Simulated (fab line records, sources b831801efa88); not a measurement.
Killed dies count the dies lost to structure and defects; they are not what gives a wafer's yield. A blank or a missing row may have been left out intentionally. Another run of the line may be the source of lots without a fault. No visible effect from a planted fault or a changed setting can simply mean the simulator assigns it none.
fab line records | flow gf180mcu
[record] lots = 6 wafers = 18 last_day = 34
route steps=602 shown V2@397 M3@409
lots that met no fault: taken from a fault-free run of the same line
start_h: the number of hours between the record's first day and the start of the first shown wafer of the lot | wait_h: hours since the lot's step before | " identical to the entry in the row above | L1.1+2: one row covering several wafers at once | - no value present, or no start provided | * or withheld: withheld | < > ~ a bound
route shown NAME@n: NAME is a module with steps in the file, n the number in the route of the first one | usual: average and standard deviation across the fault-free wafers | same: alike in all rows | chamber/n: place in a boat | sites: each site's reading | _std_site: standard deviation across them | _edge_site: outer sites' mean less inner sites' | radius_mm: for every site, how far away it sits from the centre of the wafer | mask NAME#n: copy n | behind: the most recent tool/chamber to have shaped the wafer | hold: what put the lot on hold/how long, in hours/how the hold closed | device: names the non-switching transistor (n, p or np) | end of line: the tests these same wafers got at the end of their route | a step given without rows: its recipe and nothing more | killed: count of dies lost to structure and defects at first sort (not the wafer's yield) | map: a wafer's dies, x killed, . not, _ none there
set.NAME: the setting that was run; set.NAME@STEP: the one run at that earlier step | model.NAME: the simulator's own value behind a step, which no gauge read
a table for each step, a row for each wafer; lots at some steps of the route
services: from which hour (start_h, from the record's first day; less than 0 if before it) a tool's chamber was out of use, for how many hours, and why
[[steps]]
[step GF_V2_OVL_MEAS_15]
[usual] V2_OVL = 2/5.2
// columns lot.wafer tool chamber start_h wait_h V2_OVL[nm]
L980.1 overlay-01 - 511.84 0.1 4
L980.2 " - " " 9
L980.3 " - " " 13
L982.2 overlay-01 - 527.96 0.1 0
L982.3 " - " " 2
L982.5 " - " " -1
L986.1 overlay-02 - 571.36 0.1 5
L986.2 " - " " 0
L986.3 " - " " -3
L988.1 overlay-01 - 585.06 0.1 -2
L988.3 " - " " 1
L988.4 " - " " -2
L994.1 overlay-02 - 627.85 0.1 5
L994.2 " - " " 17
L994.5 " - " " 14
L997.1 overlay-01 - 637.79 0.1 2
L997.4 " - " " 3
L997.6 " - " " -11
[step GF_V2_ETCH_16]
[recipe] chemistry = N2/H2 target_depth_a = withheld overetch_a = withheld time_s = withheld target = BARC ion_energy_ev = 200 source_w = 500 bias_w = 100 pressure_mtorr = 30 n2_flow_sccm = 100 h2_flow_sccm = 200
[step GF_V2_ETCH_17]
[recipe] chemistry = C4F8/O2/Ar mask_material = KrF target = SiO2 stop_on = TiN source_w = 1500 bias_w = 1200 pressure_mtorr = 40 c4f8_flow_sccm = withheld O2_flow_sccm = 6 Ar_flow_sccm = 300 time_s = withheld target_depth_a = 6300
[step GF_V2_STRIP_18]
[recipe] chemistry = O2/N2 power_w = 1400 pressure_mtorr = 1500 platen_temp_c = 250 o2_flow_sccm = 3000 n2_flow_sccm = 300 overash_fraction = 0.5
[step GF_V2_STRIP_19]
[recipe] chemistry = post_etch_residue_remover time_s = 1200 temp_c = 72.5
[step GF_V2_CLEAN_20]
[recipe] chemistry = DIW dry = n2_spin
[step GF_V2_SPUTTER_21]
[recipe] material = Ti target_thk_nm = 15 chamber_pressure_pa = 5 power_w = 2500 substrate_temp_c = 200 time_s = 80.02
[step GF_V2_SPUTTER_22]
[recipe] material = TiN target_thk_nm = 10 chamber_pressure_pa = 5 power_w = 4000 time_s = 40
[usual] cathode_dc_power_W = 3999.9/0.76 chamber_pressure_pa = 5.000/0.0099 throttle_valve_pct = 29.6/1
// columns lot.wafer tool chamber start_h wait_h cathode_dc_power_W chamber_pressure_pa throttle_valve_pct
L980.1 pvd_sputter-04 - 512.64 0.0 4000.4 4.993 30.3
L980.2 " - " " 3999.9 5.008 28.6
L980.3 " - " " 3998.9 5.003 30.1
L982.2 pvd_sputter-03 - 528.87 0.0 4001.9 4.992 28.2
L982.3 " - " " 3999.5 4.995 31.4
L982.5 " - " " 4000.1 5.000 30.1
L986.1 pvd_sputter-01 - 572.11 0.0 4001.2 4.998 31.2
L986.2 " - " " 3999.4 4.995 28.7
L986.3 " - " " 3999.3 5.024 28.9
L988.1 pvd_sputter-04 - 585.81 0.0 4001.4 4.994 30.4
L988.3 " - " " 4000.0 4.974 28.8
L988.4 " - " " 4001.3 5.001 30.2
L994.1 pvd_sputter-01 - 628.61 0.0 3998.9 5.017 29.0
L994.2 " - " " 3999.0 4.993 28.8
L994.5 " - " " 3999.1 5.007 31.5
L997.1 pvd_sputter-03 - 638.62 0.0 4000.8 5.008 28.1
L997.4 " - " " 4000.8 5.011 31.1
L997.6 " - " " 3999.2 5.005 28.2
[step GF_V2_CVD_23]
[recipe] material = W target_thk_nm = 350 time_s = 104.94 temp_c = 400 pressure_torr = 40
[step GF_V2_RS_MEAS_24]
[recipe] thk_meas_gauge = four-point-probe reads = W_of_V2_CVD_23+TiN_of_V2_SPUTTER_22+Ti_of_V2_SPUTTER_21
[usual] V2_W_RS = 0.328/0.0048
// columns lot.wafer tool chamber start_h wait_h V2_W_RS[ohm/sq]
L980.1 film_metro-02 - 512.79 0.1 0.319
L980.2 " - " " 0.331
L980.3 " - " " 0.322
L982.2 film_metro-03 - 529.04 0.1 0.328
L982.3 " - " " 0.327
L982.5 " - " " 0.337
L986.1 film_metro-02 - 572.27 0.1 0.324
L986.2 " - " " 0.333
L986.3 " - " " 0.328
L988.1 film_metro-04 - 585.97 0.1 0.328
L988.3 " - " " 0.328
L988.4 " - " " 0.321
L994.1 film_metro-03 - 628.77 0.1 0.324
L994.2 " - " " 0.327
L994.5 " - " " 0.330
L997.1 film_metro-02 - 638.77 0.1 0.329
L997.4 " - " " 0.328
L997.6 " - " " 0.334
[step GF_V2_THK_MEAS_25]
[recipe] thk_meas_gauge = xrf reads = W_of_V2_CVD_23
[usual] V2_W_THK = 349/5.9
// columns lot.wafer tool chamber start_h wait_h V2_W_THK[nm]
L980.1 film_metro-02 - 512.91 0.1 355
L980.2 " - " " 343
L980.3 " - " " 353
L982.2 film_metro-03 - 529.15 0.1 348
L982.3 " - " " 349
L982.5 " - " " 339
L986.1 film_metro-02 - 572.39 0.1 355
L986.2 " - " " 346
L986.3 " - " " 351
L988.1 film_metro-04 - 586.09 0.1 346
L988.3 " - " " 347
L988.4 " - " " 356
L994.1 film_metro-03 - 628.89 0.1 351
L994.2 " - " " 349
L994.5 " - " " 345
L997.1 film_metro-02 - 638.89 0.1 349
L997.4 " - " " 349
L997.6 " - " " 343
[step GF_V2_CMP_26]
[recipe] stop_on = SiO2 down_force_psi = 3.5 platen_rpm = 60 t_overpolish_s = 15 target_thk_nm = 0 pad_velocity_m_s = 0.94248
[step GF_M3_SPUTTER_00]
[recipe] material = Ti target_thk_nm = 37.5 arriving_ion_energy_ev = 80 substrate_temp_c = 200 chamber_pressure_pa = 2 power_w = 4000 time_s = 150
[usual] cathode_dc_power_W = 4000.0/0.68 chamber_pressure_pa = 2.000/0.004 throttle_valve_pct = 29.9/1
// columns lot.wafer tool chamber start_h wait_h cathode_dc_power_W chamber_pressure_pa throttle_valve_pct
L980.1 pvd_sputter-03 - 513.27 0.2 4000.3 1.999 29.9
L980.2 " - " " 3999.8 2.002 28.3
L980.3 " - " " 3999.1 2.006 29.9
L982.2 pvd_sputter-03 - 529.50 0.1 4000.2 1.999 29.9
L982.3 " - " " 3999.1 1.995 28.1
L982.5 " - " " 3999.8 1.999 29.5
L986.1 pvd_sputter-02 - 572.75 0.1 - - -
L986.2 " - " " - - -
L986.3 " - " " - - -
L988.1 pvd_sputter-03 - 586.45 0.2 - - -
L988.3 " - " " - - -
L988.4 " - " " - - -
L994.1 pvd_sputter-02 - 629.25 0.1 4000.1 2.004 29.7
L994.2 " - " " 4000.6 1.995 30.8
L994.5 " - " " 4000.4 2.000 29.8
L997.1 pvd_sputter-04 - 639.25 0.1 4000.2 1.997 28.7
L997.4 " - " " 4000.4 1.999 28.7
L997.6 " - " " 4000.4 1.999 30.2
[step GF_M3_SPUTTER_01]
[recipe] material = TiN target_thk_nm = 30 power_w = 6500 time_s = 25 chamber_pressure_pa = 0.4
[usual] cathode_dc_power_W = 6500.0/1.2 chamber_pressure_pa = 0.4001/0.00086 throttle_valve_pct = 29.8/1
// columns lot.wafer tool chamber start_h wait_h cathode_dc_power_W chamber_pressure_pa throttle_valve_pct
L980.1 pvd_sputter-03 - 513.37 0.1 6500.1 0.3989 30.1
L980.2 " - " " 6499.7 0.4013 28.1
L980.3 " - " " 6499.3 0.4004 29.7
L982.2 pvd_sputter-03 - 529.60 0.1 6500.0 0.4003 29.7
L982.3 " - " " 6497.4 0.3995 28.1
L982.5 " - " " 6498.1 0.4002 29.6
L986.1 pvd_sputter-02 - 572.85 0.1 6499.1 0.4017 29.4
L986.2 " - " " 6499.7 0.3994 29.6
L986.3 " - " " 6501.7 0.3995 30.6
L988.1 pvd_sputter-03 - 586.55 0.1 6501.5 0.4010 31.8
L988.3 " - " " 6499.9 0.4003 28.2
L988.4 " - " " 6499.0 0.4013 30.0
L994.1 pvd_sputter-02 - 629.35 0.1 6500.8 0.3997 29.4
L994.2 " - " " 6498.8 0.3994 30.7
L994.5 " - " " 6499.7 0.3990 29.3
L997.1 pvd_sputter-04 - 639.35 0.1 6498.0 0.3995 28.8
L997.4 " - " " 6500.6 0.3998 28.9
L997.6 " - " " 6498.5 0.4005 30.6
[step GF_M3_SPUTTER_02]
[recipe] material = AlCu target_thk_nm = 450 power_w = 10600 time_s = 23.9 chamber_pressure_pa = 0.4
[usual] cathode_dc_power_W = 10600/1.8 chamber_pressure_pa = 0.3999/0.00076 throttle_valve_pct = 29.8/1
// columns lot.wafer tool chamber start_h wait_h cathode_dc_power_W chamber_pressure_pa throttle_valve_pct
L980.1 pvd_sputter-03 - 513.40 0.0 10601 0.4005 29.9
L980.2 " - " " 10600 0.3993 28.1
L980.3 " - " " 10599 0.4000 29.7
L982.2 pvd_sputter-03 - 529.63 0.0 10600 0.3994 29.9
L982.3 " - " " 10596 0.3992 28.0
L982.5 " - " " 10597 0.3993 29.6
L986.1 pvd_sputter-02 - 572.88 0.0 10601 0.3989 29.6
L986.2 " - " " 10601 0.4000 29.6
L986.3 " - " " 10596 0.4003 30.6
L988.1 pvd_sputter-03 - 586.58 0.0 10599 0.4013 31.5
L988.3 " - " " 10601 0.4010 28.1
L988.4 " - " " 10601 0.3989 30.2
L994.1 pvd_sputter-02 - 629.38 0.0 10601 0.4006 29.4
L994.2 " - " " 10598 0.3988 30.5
L994.5 " - " " 10600 0.3995 29.6
L997.1 pvd_sputter-04 - 639.38 0.0 10601 0.3998 29.0
L997.4 " - " " 10601 0.4006 29.0
L997.6 " - " " 10603 0.3997 30.5
[step GF_M3_SPUTTER_03]
[recipe] material = Ti target_thk_nm = 10 substrate_temp_c = 300 chamber_pressure_pa = 0.3 power_w = 3000 time_s = 6.7
[usual] cathode_dc_power_W = 3000.0/0.55 chamber_pressure_pa = 0.3000/0.00052 throttle_valve_pct = 29.8/1
// columns lot.wafer tool chamber start_h wait_h cathode_dc_power_W chamber_pressure_pa throttle_valve_pct
L980.1 pvd_sputter-03 - 513.43 0.0 2999.9 0.3001 30.1
L980.2 " - " " 3000.8 0.2997 28.0
L980.3 " - " " 2999.9 0.2986 29.9
L982.2 pvd_sputter-03 - 529.66 0.0 2999.2 0.3012 29.6
L982.3 " - " " 2999.9 0.3002 28.0
L982.5 " - " " 3000.4 0.3008 29.7
L986.1 pvd_sputter-02 - 572.91 0.0 2999.9 0.2994 29.4
L986.2 " - " " 2999.6 0.2994 29.7
L986.3 " - " " 3000.4 0.2998 30.8
L988.1 pvd_sputter-03 - 586.61 0.0 3000.2 0.2998 31.3
L988.3 " - " " 2999.7 0.3003 28.0
L988.4 " - " " 2999.6 0.2998 30.0
L994.1 pvd_sputter-02 - 629.41 0.0 3000.4 0.3006 29.8
L994.2 " - " " 3000.0 0.3007 31.0
L994.5 " - " " 2999.2 0.3002 29.4
L997.1 pvd_sputter-04 - 639.41 0.0 3000.0 0.3005 28.9
L997.4 " - " " 2999.5 0.2998 28.8
L997.6 " - " " 3000.0 0.3004 30.2
[step GF_M3_SPUTTER_04]
[recipe] material = TiN target_thk_nm = 50 power_w = 6500 time_s = 41.7 chamber_pressure_pa = 0.4
[usual] cathode_dc_power_W = 6499.9/1.2 chamber_pressure_pa = 0.4000/0.00069 throttle_valve_pct = 29.9/1
// columns lot.wafer tool chamber start_h wait_h cathode_dc_power_W chamber_pressure_pa throttle_valve_pct
L980.1 pvd_sputter-03 - 513.46 0.0 6500.4 0.4003 30.3
L980.2 " - " " 6499.9 0.4009 28.1
L980.3 " - " " 6501.5 0.3999 29.7
L982.2 pvd_sputter-03 - 529.68 0.0 6500.9 0.3993 29.9
L982.3 " - " " 6500.6 0.4001 28.0
L982.5 " - " " 6500.5 0.3999 29.9
L986.1 pvd_sputter-02 - 572.93 0.0 6497.8 0.4004 29.5
L986.2 " - " " 6501.6 0.4009 29.7
L986.3 " - " " 6500.5 0.3999 30.8
L988.1 pvd_sputter-03 - 586.63 0.0 6500.9 0.3995 31.3
L988.3 " - " " 6499.6 0.4007 27.9
L988.4 " - " " 6500.2 0.3988 30.1
L994.1 pvd_sputter-02 - 629.43 0.0 6501.0 0.3999 29.6
L994.2 " - " " 6498.4 0.4009 30.8
L994.5 " - " " 6499.1 0.3997 29.7
L997.1 pvd_sputter-04 - 639.43 0.0 6499.8 0.3998 28.7
L997.4 " - " " 6498.4 0.3998 28.7
L997.6 " - " " 6501.7 0.3979 30.3
[step GF_M3_DEHYDRATE_07]
[recipe] temp_c = 200 time_s = 60
[step GF_M3_HMDS_08]
[recipe] prime_time_s = 60 prime_temp_c = 120
[step GF_M3_COAT_09]
[recipe] resist = KrF spin_rpm = withheld resist_thk_nm = 1000
[step GF_M3_SOFTBAKE_10]
[recipe] temp_c = 130 time_s = 60 resist = KrF
[step GF_M3_EXPOSE_11]
[recipe] mask_id = Metal3 target_cd_nm = 280 na = 0.68 source_shape = conventional sigma_outer = 0.6 dose_mj = 28
[step GF_M3_PEB_12]
[recipe] peb_temp_c = 135 peb_time_s = 90 resist = KrF
[step GF_M3_DEVELOP_13]
[recipe] develop_time_s = 60 dev_temp_c = 21
[step GF_M3_CD_MEAS_14]
[recipe] target_cd_nm = 280
[usual] cd_nm = 279.7/1.2
// columns lot.wafer tool chamber start_h wait_h cd_nm
L980.1 cd_sem-01 - 536.54 0.1 279.8
L980.2 " - " " 278.7
L980.3 " - " " 278.5
L982.2 cd_sem-02 - 551.86 0.1 280.3
L982.3 " - " " 281.4
L982.5 " - " " 280.5
L986.1 cd_sem-01 - 594.54 0.1 279.0
L986.2 " - " " 279.8
L986.3 " - " " 279.4
L988.1 cd_sem-02 - 607.37 0.1 279.9
L988.3 " - " " 280.6
L988.4 " - " " 279.9
L994.1 cd_sem-02 - 648.89 0.1 280.0
L994.2 " - " " 279.0
L994.5 " - " " 280.5
L997.1 cd_sem-01 - 658.49 0.1 281.2
L997.4 " - " " 280.4
L997.6 " - " " 281.2
[step GF_M3_OVL_MEAS_15]
[usual] M3_OVL = -3/5.7
// columns lot.wafer tool chamber start_h wait_h M3_OVL[nm]
L980.1 overlay-01 - 536.66 0.1 -6
L980.2 " - " " -5
L980.3 " - " " -4
L982.2 overlay-02 - 551.96 0.1 4
L982.3 " - " " -1
L982.5 " - " " 4
L986.1 overlay-01 - 594.66 0.1 -5
L986.2 " - " " -5
L986.3 " - " " -4
L988.1 overlay-01 - 607.49 0.1 -9
L988.3 " - " " -9
L988.4 " - " " -2
L994.1 overlay-02 - 649.01 0.1 -7
L994.2 " - " " -8
L994.5 " - " " -4
L997.1 overlay-01 - 658.61 0.1 11
L997.4 " - " " 5
L997.6 " - " " 5
[step GF_M3_METAL_ETCH_16]
[recipe] chemistry = Cl2/BCl3 mask_material = KrF target_depth_nm = 627.5 stop_on = SiO2 pressure_mtorr = 8 icp_w = 800 bias_w = 140 Cl2_flow_sccm = 80 bcl3_flow_sccm = 40 time_s = 104.6
[usual] chamber_pressure_mTorr = 8.000/0.0075 drypump_motor_current_A = 5.9/0.37 mfc_cl2_sccm = 80.02/0.23 oes_product_au = 0.971/0.0056 throttle_valve_pct = 28.251/0.012
// columns lot.wafer tool chamber start_h wait_h chamber_pressure_mTorr drypump_motor_current_A mfc_cl2_sccm oes_product_au rf_hours_counter_h throttle_valve_pct
L980.1 rie_metal-02 1 536.69 0.0 8.008 5.8 80.47 0.972 8 28.251
L980.2 " 0 " " 7.993 5.8 79.84 0.969 10 28.261
L980.3 " 0 " " 7.996 5.8 79.65 0.969 - 28.278
L982.2 rie_metal-01 1 551.99 0.0 8.008 5.9 80.07 0.970 10 28.245
L982.3 " 1 " " 7.999 5.8 80.27 0.975 - 28.247
L982.5 " 0 " " 7.994 5.5 80.37 0.971 - 28.241
L986.1 rie_metal-02 1 594.69 0.0 7.993 5.8 79.89 0.998 10 28.231
L986.2 " 0 " " 7.997 5.8 79.54 0.994 12 28.232
L986.3 " 1 " " 7.991 5.8 80.08 0.994 - 28.235
L988.1 rie_metal-04 0 607.53 0.0 7.999 5.6 80.28 0.997 3 28.228
L988.3 " 0 " " 8.008 5.6 79.93 0.994 - 28.233
L988.4 " 1 " " 8.000 6.5 80.14 0.991 - 28.231
L994.1 rie_metal-01 0 649.04 0.0 7.982 5.5 79.73 0.970 5 28.255
L994.2 " 1 " " 7.999 5.9 79.86 0.973 13 28.228
L994.5 " 0 " " 7.996 5.5 79.90 0.977 - 28.273
L997.1 rie_metal-04 0 658.64 0.0 8.012 5.6 80.15 0.972 4 28.248
L997.4 " 0 " " 7.989 5.6 80.16 0.970 - 28.254
L997.6 " 0 " " 7.988 5.6 79.76 0.972 - 28.239
[step GF_M3_STRIP_17]
[recipe] chemistry = O2/N2 power_w = 1400 pressure_mtorr = 1500 platen_temp_c = 250 o2_flow_sccm = 3000 n2_flow_sccm = 300 overash_fraction = 0.5
[[services]]
// columns tool chamber start_h hours kind
pvd_sputter-03 1 497.77 - consumable_replace:kit
pvd_sputter-03 1 497.77 18.0 scheduled_down
pvd_sputter-03 1 497.77 18.0 vent_cycle
pvd_sputter-01 - 511.19 0.5 repair
pvd_sputter-02 - 522.77 19.7 repair
pvd_sputter-01 - 525.32 2.4 repair
pvd_sputter-04 2 529.80 - consumable_replace:kit
pvd_sputter-04 2 529.80 18.0 scheduled_down
pvd_sputter-04 2 529.80 18.0 vent_cycle
pvd_sputter-04 - 538.31 1.2 repair
pvd_sputter-04 - 576.79 2.1 repair
pvd_sputter-03 - 580.09 2.6 repair
pvd_sputter-03 0 601.88 - consumable_replace:kit
pvd_sputter-03 0 601.88 18.0 scheduled_down
pvd_sputter-03 0 601.88 18.0 vent_cycle
pvd_sputter-04 - 620.05 12.9 repair
rie_metal-02 0 624.96 - clean
rie_metal-02 0 624.96 27.6 scheduled_down
rie_metal-02 0 624.96 27.6 vent_cycle
pvd_sputter-02 2 628.19 - consumable_replace:kit
pvd_sputter-02 2 628.19 18.0 scheduled_down
pvd_sputter-02 2 628.19 18.0 vent_cycle
rie_metal-04 0 634.19 2.1 repair
rie_metal-01 1 658.62 - clean
[[key]]
[first_sign] step = GF_M3_SPUTTER_00 reading = tool_record direction = missing
[effect] step = GF_M3_METAL_ETCH_16 reading = oes_product_au direction = up sigmas = 4.1 usual = 0.971 struck = 0.995
met_at GF_M3_SPUTTER_00
struck_wafers L986.1,L986.2,L986.3,L988.1,L988.3,L988.4
later_rows_left_out L986.1,L986.2,L986.3,L988.1,L988.3,L988.4
sort_left_out L986.1,L986.2,L986.3,L988.1,L988.3,L988.4
onset_between 529.50 572.75
[fault] kind = skipped_step_whole tool = pvd_sputter-02,pvd_sputter-03 chamber = - onset_h = 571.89 steps = GF_M3_SPUTTER_00 scope = struck_lots_only
// sort_left_out: the simulated sort isn't trusted on such a fault, so these wafers' sort isn't shown, and their yield isn't known
// later_rows_left_out: the simulator's readings of these wafers behind a module that went badly wrong aren't trusted and aren't shown, but for the sort
